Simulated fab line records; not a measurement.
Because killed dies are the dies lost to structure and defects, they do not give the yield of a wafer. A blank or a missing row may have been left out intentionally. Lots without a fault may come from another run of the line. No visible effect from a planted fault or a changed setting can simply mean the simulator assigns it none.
What tool caused it? + flow gf180mcu + 6 lots with 18 wafers sampled at 2 steps, on a route of 602 steps

## WHAT THE GAUGES SHOWED, per wafer
GF_SALICIDE_THK_MEAS_05: measures by xrf.
| lot  | measured     | on            | SALICIDE_TIN_THK (nm) |
|------|--------------|---------------|-----------------------|
| L694 | day 15 22:50 | film_metro-01 | 20.09 19.73 20.23     |
| L697 | day 17 06:07 | film_metro-03 | 20.52 20.27 20.58     |
| L700 | day 18 07:19 | film_metro-04 | 20.28 20.19 20.50     |
| L702 | day 19 06:35 | film_metro-01 | 7.91 20.65 20.45      |
| L704 | day 19 15:47 | film_metro-04 | 19.95 20.10 20.07     |
| L713 | day 22 19:58 | film_metro-01 | 20.09 20.21 20.24     |

## TOOL THAT RAN EACH LOT (tool first, then ch and the chambers of the sampled wafers, then the start)
| lot  | GF_SALICIDE_SPUTTER_03       |
|------|------------------------------|
| L694 | pvd_sputter-03, day 15 22:41 |
| L697 | pvd_sputter-04, day 17 05:58 |
| L700 | pvd_sputter-04, day 18 07:10 |
| L702 | pvd_sputter-04, day 19 06:25 |
| L704 | pvd_sputter-03, day 19 15:38 |
| L713 | pvd_sputter-01, day 22 19:49 |
- GF_SALICIDE_SPUTTER_03: material TiN, target thk 20 nm, time 16.7 s.

## THE ANSWER, worked out from the rows above alone
Rule: usual is defined by the lots themselves. Put in order of their means at a reading, lots are off if they are a third of the lots or fewer, leave a main group of 4 or more, and stand apart from it by a gap of 3 or more times the standard deviation of the main group's means; of several such gaps the widest counts. A main group whose means are all the same, to the digits that the tables above print for the reading, isn't used. A lot without any number at a reading at which 4 lots or more have one is off too. Where the step has rows for the other lots, those lots are counted as sound.
Off: L702, seen at GF_SALICIDE_THK_MEAS_05 (SALICIDE_TIN_THK). For the main group the mean is 20.20 nm and the standard deviation 0.17.
If a tool, at a process step before that reading, ran all the lots that are off and no sound lot after the first of them, it fits. Gauges at GF_SALICIDE_THK_MEAS_05: tried the same way as those tools. One candidate fits, namely pvd_sputter-04 at GF_SALICIDE_SPUTTER_03. A fault onset in the window from L700 (day 18 07:10, its last sound lot) to L702 (day 19 06:25, its first lot off) fits.

## WHAT THE SIMULATOR HAD PUT IN
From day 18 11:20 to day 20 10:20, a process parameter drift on pvd_sputter-04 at GF_SALICIDE_SPUTTER_03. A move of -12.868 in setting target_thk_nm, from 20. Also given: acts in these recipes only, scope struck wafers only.
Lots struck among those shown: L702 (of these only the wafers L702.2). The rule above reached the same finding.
